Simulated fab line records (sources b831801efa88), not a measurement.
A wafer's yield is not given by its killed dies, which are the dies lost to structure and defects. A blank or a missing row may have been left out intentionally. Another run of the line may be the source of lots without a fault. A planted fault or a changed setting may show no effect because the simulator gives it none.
Comparing a struck lot with a sound one	flow sfq line	43 steps out of a route of 325
Sound: wafers L379.2, L379.3, L379.6. Struck: wafer L391.5 (left out: L391.3, a lot-mate that was not struck); the cause follows at the end.
Each step with rows lists, per side, the tool, then ch with its chambers, then its first start. Under that, the readings that differ: sound wafers	struck wafers	difference of the means	sigmas: that difference in standard deviations of wafers without a fault.
alike: a reading whose means differ by less than 2 such deviations, as well as words and numbers matching on both sides. not compared: withheld readings; readings where some wafer has no value; bounds like >300 that might hide an equal value; numbers whose values overlap and for which the record gives no deviation.
A row with sigmas, a row that says differs or no value, or rows on one side alone: a step with any of these is where the two part. Numbers that don't overlap but have no deviation are shown without sigmas and don't part them. A reading that every wafer of one side lacks parts them only if that side has two wafers or more.

first, 3 steps without rows for these wafers: SFQ_TRILAYER_M5_STRIP_SOLV_CLEAN_128 (cleans in NMP, time 600 s); SFQ_TRILAYER_A5B_DEP_PECVD_129 (deposits SiO2 from SiH4/N2O, time 133.33 s, target thk 600 nm); SFQ_TRILAYER_A5B_CMP_CMP_130 (polishes, stops on Nb, target thk 340.7 nm).
SFQ_TRILAYER_A5B_METRO_MEASURE_131:
  sound: film metro-04 at day 58 10:05; struck: film metro-04 at day 63 18:39
  alike: thk nm
SFQ_TRILAYER_R5_DEP_SPUTTER_132: material Ti, target thk 5 nm, time 5 s.
  sound: pvd sputter-04 at day 58 11:05; struck: pvd sputter-06 at day 63 19:27
  alike: cathode dc power W, chamber pressure pa, throttle valve pct
then, 1 step without rows for these wafers: SFQ_TRILAYER_R5_DEP_SPUTTER_133 (material MoNx, target thk 40 nm, time 66.7 s).
SFQ_TRILAYER_R5_DEP_SPUTTER_134: material Ti, target thk 5 nm, time 5 s.
  sound: pvd sputter-04 at day 58 11:10; struck: pvd sputter-06 at day 63 19:31
  alike: cathode dc power W, chamber pressure pa, throttle valve pct
SFQ_R5_RS_MEAS_933: the measuring method here is four-point-probe.
  sound: film metro-02 at day 58 11:13; struck: film metro-02 at day 63 19:35
reading	sound	struck	difference	sigmas
R5_MONX_RS (ohm/sq)	6.94 6.97 7.01	7.14	+0.17	+3
SFQ_R5_THK_MEAS_934: measures by xrf.
  sound: film metro-02 at day 58 11:19; struck: film metro-02 at day 63 19:41
reading	sound	struck	difference	sigmas
R5_MONX_THK (nm)	40.1 39.9 39.6	38.7	-1.2	-3
then, 3 steps without rows for these wafers: SFQ_TRILAYER_R5_LITHO_COAT_141 (resist thk 62 nm); SFQ_TRILAYER_R5_LITHO_COAT_136 (resist thk 600 nm); SFQ_TRILAYER_R5_LITHO_SOFTBAKE_140.
-- the record jumps here: 5 days lie between the struck wafers' starts before and after --
SFQ_TRILAYER_R5_LITHO_EXPOSE_137: exposes mask R5, target cd 500 nm.
  sound on krf scanner-02 ch 0, day 58 13:04; struck on krf scanner-01 ch 0, day 68 10:55
  alike: mask, focus offset nm
then, 2 steps without rows for these wafers: SFQ_TRILAYER_R5_LITHO_PEB_139 (peb time 60 s); SFQ_TRILAYER_R5_LITHO_DEVELOP_138 (time 60 s).
SFQ_R5_OVL_MEAS_935:
  sound: overlay-01 at day 58 14:23; struck: overlay-02 at day 68 12:02
  alike: R5_OVL
SFQ_TRILAYER_R5_BARC_OPEN_METAL_ETCH_177: etches BARC in O2, target depth 125 nm, time 41.7 s.
  sound on rie metal-03 ch 0,1, day 58 14:25; struck on rie metal-01 ch 1, day 68 12:05
reading	sound	struck	difference	sigmas
model.R5.cd nm (nm)	500.9 500.7 500.9	491	-10	
  alike: drypump motor current A, oes product au, rf fwd power W
  not compared: rf hours counter h
SFQ_TRILAYER_R5_ETCH_METAL_ETCH_139: etches the open film in Cl2, stops on SiO2, target depth 60 nm, time 40 s.
  sound on rie metal-03 ch 0,1, day 58 14:28; struck on rie metal-01 ch 1, day 68 12:08
reading	sound	struck	difference	sigmas
model.R5.cd nm (nm)	500.7 501 500.9	491	-10	
  alike: drypump motor current A, oes product au, rf fwd power W
  not compared: rf hours counter h
then, 9 steps without rows for these wafers: SFQ_TRILAYER_R5_STRIP_STRIP_140 (strips in O2); SFQ_TRILAYER_R5_STRIP_SOLV_CLEAN_141 (cleans in NMP, time 600 s); SFQ_TRILAYER_A5C_DEP_PECVD_142 (deposits SiO2 from SiH4/N2O, time 15.556 s, target thk 70 nm); SFQ_TRILAYER_I5_LITHO_COAT_149 (resist thk 62 nm); SFQ_TRILAYER_I5_LITHO_COAT_144 (resist thk 650 nm); SFQ_TRILAYER_I5_LITHO_SOFTBAKE_148; SFQ_TRILAYER_I5_LITHO_EXPOSE_145 (exposes mask I5, target cd 700 nm); SFQ_TRILAYER_I5_LITHO_PEB_147 (peb time 60 s); SFQ_TRILAYER_I5_LITHO_DEVELOP_146 (time 60 s).
SFQ_I5_OVL_MEAS_936:
  sound: overlay-01 at day 58 20:23; struck: overlay-02 at day 69 08:43
  alike: I5_OVL
then, 10 steps without rows for these wafers: SFQ_TRILAYER_I5_BARC_OPEN_VIA_ETCH_200 (etches BARC in O2, target depth 125 nm, time 41.7 s); SFQ_TRILAYER_I5_ETCH_VIA_ETCH_147 (etches the open film in CHF3, stops on Nb, target depth 360 nm); SFQ_TRILAYER_I5_STRIP_STRIP_148 (strips in O2); SFQ_TRILAYER_I5_STRIP_SOLV_CLEAN_149 (cleans in NMP, time 600 s); SFQ_TRILAYER_C5_LITHO_COAT_156 (resist thk 62 nm); SFQ_TRILAYER_C5_LITHO_COAT_151 (resist thk 650 nm); SFQ_TRILAYER_C5_LITHO_SOFTBAKE_155; SFQ_TRILAYER_C5_LITHO_EXPOSE_152 (exposes mask C5, target cd 500 nm); SFQ_TRILAYER_C5_LITHO_PEB_154 (peb time 60 s); SFQ_TRILAYER_C5_LITHO_DEVELOP_153 (time 60 s).
SFQ_C5_OVL_MEAS_937:
  sound: overlay-01 at day 59 01:11; struck: overlay-02 at day 70 12:10
  alike: C5_OVL
SFQ_TRILAYER_C5_BARC_OPEN_VIA_ETCH_210: etches BARC in O2, target depth 125 nm, time 41.7 s.
  sound on rie diel-04 ch 0,1, day 59 01:13; struck on rie diel-03 ch 2, day 70 12:11
  alike: drypump motor current A, oes product au, rf fwd power W
  not compared: rf hours counter h
then, 1 step without rows for these wafers: SFQ_TRILAYER_C5_ETCH_VIA_ETCH_154 (etches SiO2 in CHF3, stops on Nb, target depth 84 nm).
SFQ_TRILAYER_C5_STRIP_STRIP_155: strips in O2.
  sound on rie metal-03 ch 0,1, day 59 01:17; struck on rie metal-02 ch 0, day 70 12:28
reading	sound	struck	difference	sigmas
drypump motor current A (A)	5.0 5.0 6.0	6.6	+1.3	+2
  alike: oes product au
  not compared: rf hours counter h
-- the record jumps here: 10 days lie between the struck wafers' starts before and after --
SFQ_M8_BOW_MEAS_951:
  sound: film metro-01 at day 72 02:17; struck: film metro-03 at day 80 16:43
reading	sound	struck	difference	sigmas
model.etest.r5.ohm um	13.88 13.94 14.04	14.58	+0.63	
  alike: M8_BOW

WHERE THEY PART
At SFQ_R5_RS_MEAS_933 first; at SFQ_TRILAYER_C5_STRIP_STRIP_155 last (within this record only). Later steps at which nothing parts them and some readings are alike: SFQ_M8_BOW_MEAS_951.

WHY: the cause the simulator had injected
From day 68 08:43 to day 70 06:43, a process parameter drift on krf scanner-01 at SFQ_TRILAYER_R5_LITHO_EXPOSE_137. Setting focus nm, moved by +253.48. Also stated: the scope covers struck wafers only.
